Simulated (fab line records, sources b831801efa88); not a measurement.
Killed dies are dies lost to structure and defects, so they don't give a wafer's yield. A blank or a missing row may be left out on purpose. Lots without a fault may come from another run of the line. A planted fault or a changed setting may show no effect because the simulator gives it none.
A struck lot beside a sound one | flow sky130 | 17 steps out of a route of 708
Sound: wafers L860.1, L860.3, L860.5. Struck: wafers L870.1, L870.5, L870.6. The cause comes at the end.
At each step with rows: each side's tool, then ch and its chambers, then its first start. Under that, the readings that differ: sound wafers | struck wafers | difference of the means | sigmas: that difference in standard deviations of wafers without a fault.
alike: readings whose means differ by less than 2 such deviations, and words and numbers that are the same on both sides. not compared: withheld readings, readings that some wafer has no value for, bounds like >300 that may hide the same value, and numbers for which the record gives no deviation and whose values overlap.
The two part at a step that has a row with sigmas, a row that says differs or no value, or rows on one side only. Numbers that don't overlap but have no deviation are shown without sigmas and don't part them. A reading that every wafer of one side lacks parts them only if that side has two wafers or more.

first, 5 steps without rows for these wafers: SKY_SD_N_COAT_02 (resist thk 1140 nm); SKY_SD_N_SOFTBAKE_03 (time 60 s); SKY_SD_N_EXPOSE_04 (exposes mask NSDM, target cd 380 nm); SKY_SD_N_PEB_05; SKY_SD_N_DEVELOP_06 (develop time 60 s).
SKY_SD_N_CD_MEAS_07: target cd 380 nm.
  sound on cd_sem-02, day 29 18:52; struck on cd_sem-02, day 33 02:44
  alike: cd_nm
SKY_SD_N_OVL_MEAS_08:
  sound on overlay-01, day 29 18:59; struck on overlay-02, day 33 02:52
  alike: SD_N_OVL
then, 2 steps without rows for these wafers: SKY_SD_N_IMPLANT_09; SKY_SD_N_IMPLANT_10.
SKY_SD_N_STRIP_11: strips in O2/N2.
  sound on plasma_asher-01 ch 1, day 29 19:20; struck on plasma_asher-01 ch 0,1, day 33 03:11
  reading                      | sound             | struck            | difference | sigmas
  strip_time_to_endpoint_s (s) | 22.61 22.64 22.63 | 22.50 22.51 22.48 | -0.13      | -3
  alike: drypump_motor_current_A, n2_flow_sccm, oes_product_au
  not compared: rf_hours_counter_h
SKY_SD_N_TW_MEAS_12:
  sound on film_metro-04, day 29 19:26; struck on film_metro-01, day 33 03:17
  alike: SD_N_TW
then, 1 step without rows for these wafers: SKY_SD_N_CLEAN_13 (cleans in SC1/SC2, time 150 s).
SKY_SD_N_RTA_14: time 2 s.
  sound on rtp_anneal-01 ch 0, day 29 19:33; struck on rtp_anneal-01 ch 0, day 33 03:24
  reading            | sound             | struck            | difference | sigmas
  lamp_power_pct (%) | 15.85 15.69 15.70 | 15.04 14.92 14.90 | -0.79      | -15
  alike: wafer_temp_C_max
SKY_SD_N_RS_MEAS_16: measures by four-point-probe.
  sound on film_metro-02, day 29 19:43; struck on film_metro-01, day 33 03:35
  reading          | sound             | struck            | difference | sigmas
  SD_N_RS (ohm/sq) | 68.50 68.62 68.62 | 72.40 72.42 72.28 | +3.79      | +34
SKY_SD_N_RS_MEAS_17: measures by four-point-probe.
  sound on film_metro-02, day 29 19:50; struck on film_metro-01, day 33 03:42
  reading          | sound             | struck            | difference | sigmas
  SD_P_RS (ohm/sq) | 147.7 147.2 147.4 | 168.8 168.4 168.2 | +21.0      | +64
SKY_SD_N_RS_MEAS_18: measures by four-point-probe.
  sound on film_metro-02, day 29 19:58; struck on film_metro-01, day 33 03:49
  alike: RES_XHIGH_RS
-- the record jumps here: 16 days lie between the struck wafers' starts before and after (it left off in module SD_N and takes up again in module PAD_OPEN, whose first step shown is number 708 of the route) --
SKY_PAD_OPEN_PROBE_99:
  sound on prober-02, day 47 05:33; struck on prober-02, day 49 11:09
  reading                                | sound             | struck          | difference | sigmas
  killed_at_front_end                    | 11 9 16           | 15 24 29        | +11        | +3
  model.etest.res_xhigh_po.line_ohm_um   | 5913 5758 5858    | 7482 7080 7118  | +1384      |
  model.etest.res_xhigh_po.rs_ohm_sq     | 2089 2036 2054    | 2555 2508 2473  | +452       |
  model.etest.pfet_01v8.r_on_ohm_um      | 2912 2916 2907    | 3034 3004 3002  | +102       |
  model.etest.tip_p.rs_ohm_sq            | 6848 6855 6928    | 6945 7024 6973  | +104       |
  model.etest.res_pdiff.line_ohm_um      | 1406 1344 1364    | 1568 1572 1573  | +200       |
  model.etest.res_high_po.line_ohm_um    | 768 742.9 770.5   | 925.8 900.1 903 | +149.2     |
  model.etest.licon_high_po.rc_ohm       | 368.1 363.9 370.8 | 508.6 474 484.4 | +121.4     |
  model.etest.pfet_g5v0d10v5.r_on_ohm_um | 4751 4721 4767    | 4821 4790 4809  | +60        |
  alike: killed_at_M0_to_M3, killed_at_M4_up, killed_at_contacts, killed_at_other, killed_dies, killed_open, killed_short

WHERE THEY PART
First at SKY_SD_N_STRIP_11; last, within this record, at SKY_PAD_OPEN_PROBE_99.

WHY: what the simulator had put in
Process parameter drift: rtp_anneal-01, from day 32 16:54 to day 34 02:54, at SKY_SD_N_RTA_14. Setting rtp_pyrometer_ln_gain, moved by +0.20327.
